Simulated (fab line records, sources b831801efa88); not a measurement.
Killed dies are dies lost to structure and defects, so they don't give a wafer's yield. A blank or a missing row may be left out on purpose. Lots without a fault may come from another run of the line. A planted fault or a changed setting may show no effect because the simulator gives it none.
One fault seen from 2 desks | flow gf180mcu | each desk has only its own numbers; what lay behind them comes last
Where a reading is given only as a bound, like >300, the bound stands for it, and a mean or a difference that rests on one is marked > or <: the true number lies beyond.

THE METROLOGY DESK
What the gauges read, lot by lot, whatever tool the lot ran on: means of the sampled wafers that have a number. A lot is out of limits, marked OUT, if its mean lies more than 4 standard deviations from the usual mean; the brackets give that distance.
Columns: A = CONTACT_OVL at GF_CONTACT_OVL_MEAS_15, usual 2 nm; B = M1_ALCU_RS at GF_M1_RS_MEAS_05, usual 0.0698 ohm/sq; C = M1_ALCU_THK at GF_M1_THK_MEAS_06, usual 442 nm
lot  | first seen here | A  | B                        | C
L117 | day 15 23:13    | 4  | 0.0713                   | 430
L119 | day 16 13:19    | -2 | 0.0700                   | 438
L120 | day 17 04:46    | -3 | 0.0696                   | 442
L122 | day 17 19:31    | -8 | 7.1327 (+99 or more) OUT | <0 (<-75) OUT
L123 | day 18 07:10    | 7  | 7.1365 (+99 or more) OUT | <0 (<-75) OUT
L125 | day 19 04:01    | 0  | 0.0709                   | 437
L131 | day 21 09:50    | 5  | 0.0690                   | 447
L132 | day 21 13:22    | 2  | 0.0698                   | 445
L136 | day 22 21:50    | 4  | 0.0704                   | 442
L137 | day 23 04:17    | -1 | 0.0702                   | 437
L140 | day 24 05:19    | 2  | 0.0711                   | 432
This desk's finding: out of limits on L122, L123; first on L122, day 17 20:55 (M1_ALCU_RS at GF_M1_RS_MEAS_05). In limits: L117, L119, L120, L125, L131, L132, L136, L137, L140.

THE TOOL OWNER'S DESK: pvd_sputter-01
The tool's own readings at GF_M1_SPUTTER_02 (material AlCu, target thk 450 nm, time 23.9 s): means of the sampled wafers that have a number, for each lot that ran on this tool. A lot is out of limits, marked OUT, if its mean lies more than 4 standard deviations from the usual mean; the brackets give that distance.
Columns: A = cathode_dc_power_W at GF_M1_SPUTTER_02, usual 10600 W; B = chamber_pressure_pa at GF_M1_SPUTTER_02, usual 0.3999 Pa; C = throttle_valve_pct at GF_M1_SPUTTER_02, usual 30.0 %
lot  | first seen here | A     | B      | C
L119 | day 16 14:46    | 10601 | 0.3991 | 29.8
L120 | day 17 06:05    | 10599 | 0.3997 | 29.9
L131 | day 21 11:14    | 10599 | 0.3994 | 30.1
L137 | day 23 05:35    | 10599 | 0.4004 | 30.1
This desk's finding: nothing out of limits on any of the 4 lots.

PUT TOGETHER
The metrology desk could have raised an alarm at day 17 20:55, on L122, L123.
The tool owner's desk saw nothing out of limits.
The tool owner's desk has no number on record for L122, L123.
Of the lots named, all ran GF_M1_SPUTTER_02 on pvd_sputter-01.

WHAT THE SIMULATOR HAD PUT IN
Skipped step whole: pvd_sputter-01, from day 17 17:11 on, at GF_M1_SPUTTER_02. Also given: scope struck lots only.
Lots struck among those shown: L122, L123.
Hours from the fault's start to each desk's first reading out of limits: the metrology desk, 4.
